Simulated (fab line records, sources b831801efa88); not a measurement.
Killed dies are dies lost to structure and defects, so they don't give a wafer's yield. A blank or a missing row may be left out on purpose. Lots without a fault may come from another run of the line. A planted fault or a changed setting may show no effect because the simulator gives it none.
Chamber matching | flow sky130 | SKY_VIA3_CMP_02 on cmp-01: 4 sister chambers
The step polishes SiO2. 4 wafers are shown with their chamber, then 9 later ones without.

WAFERS WITH THEIR CHAMBER
wafer  | chamber | motor_current_A (A)
L435.3 | 1       | 13.6
L437.4 | 0       | 11.4
L437.5 | 3       | 10.1
L437.6 | 2       | 11.7

WAFERS WITHOUT THEIR CHAMBER
wafer  | motor_current_A (A)
L439.1 | 13.6
L439.4 | 9.5
L439.5 | 12.3
L441.4 | 11.7
L441.5 | 9.9
L441.6 | 11.4
L442.2 | 11.5
L442.3 | 11.5
L442.4 | 10.1

WHICH CHAMBER EACH WENT THROUGH
wafer  | from the rows above     | in truth
L439.1 | 1                       | 1
L439.4 | 3                       | 3
L439.5 | can't be placed: 2 or 0 | 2
L441.4 | can't be placed: 2 or 0 | 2
L441.5 | 3                       | 3
L441.6 | can't be placed: 0 or 2 | 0
L442.2 | can't be placed: 0 or 2 | 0
L442.3 | can't be placed: 0 or 2 | 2
L442.4 | 3                       | 3
Placed correctly: 4 of 9. Can't be placed from these rows: 5 (the true chamber is among the candidates in 5). Placed wrongly: 0.
How it was worked out, from the rows above alone: a wafer's distance from a chamber is the root of the sum, over the readings, of the square of ((its reading less the chamber's mean) divided by the reading's scatter). The wafer belongs to the nearest chamber; if the next one is less than 2 further off, it can't be placed. A chamber's mean is the mean of its shown wafers. The scatter: with one shown wafer a chamber, the root of the mean of the squares of how far each hidden wafer lies from its nearest shown one.
